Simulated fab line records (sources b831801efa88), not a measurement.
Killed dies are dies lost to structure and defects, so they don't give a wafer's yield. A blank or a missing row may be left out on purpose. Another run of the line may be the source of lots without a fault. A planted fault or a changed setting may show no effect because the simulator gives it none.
Matching of chambers ; flow sky130 ; rie-diel-04 running SKY_PASSIVATION_ETCH_11: 4 sister chambers
The step etches the open film in CF4/O2, stops on AlCu, target depth 725 nm, time 161.1 s. 8 wafers are shown with their chamber, then 8 later ones without.

## WAFERS WITH THEIR CHAMBER
wafer;chamber;drypump-motor-current-A (A);throttle-valve-pct (%)
L074.4;3;6.4;5.959
L083.4;2;6.3;5.962
L087.5;2;6.2;5.949
L091.1;1;5.7;5.953
L091.4;3;6.5;5.969
L092.5;0;5.3;5.960
L092.6;1;5.7;5.957
L094.1;0;5.3;5.976

## WAFERS WITH NO CHAMBER GIVEN
wafer;drypump-motor-current-A (A);throttle-valve-pct (%)
L094.2;6.3;5.972
L094.3;6.4;5.961
L094.4;5.7;5.960
L094.5;5.2;5.967
L094.6;6.4;5.978
L095.2;6.2;5.954
L095.3;5.7;5.945
L095.6;6.2;5.968

## CHAMBER TAKEN BY EACH
wafer;from the rows above;in truth
L094.2;can't be placed: 2 or 3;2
L094.3;3;3
L094.4;1;1
L094.5;0;0
L094.6;3;3
L095.2;2;2
L095.3;1;1
L095.6;2;2
7 of 8 placed correctly. Not placeable from these rows: 1 (in 1, the candidates include the true chamber). Placed wrongly: 0.
How it was worked out, from the rows above alone: a wafer's distance from a chamber is the root of the sum, over the readings, of the square of ((its reading less the chamber's mean) divided by the reading's scatter). The wafer belongs to the nearest chamber; if the next one is less than 2 further off, it can't be placed. For every chamber, the mean is computed from those of its wafers that are shown. The scatter is the square root of a quotient: the sum, over the shown wafers, of each reading's squared deviation from its chamber's mean, divided by wafers minus chambers.
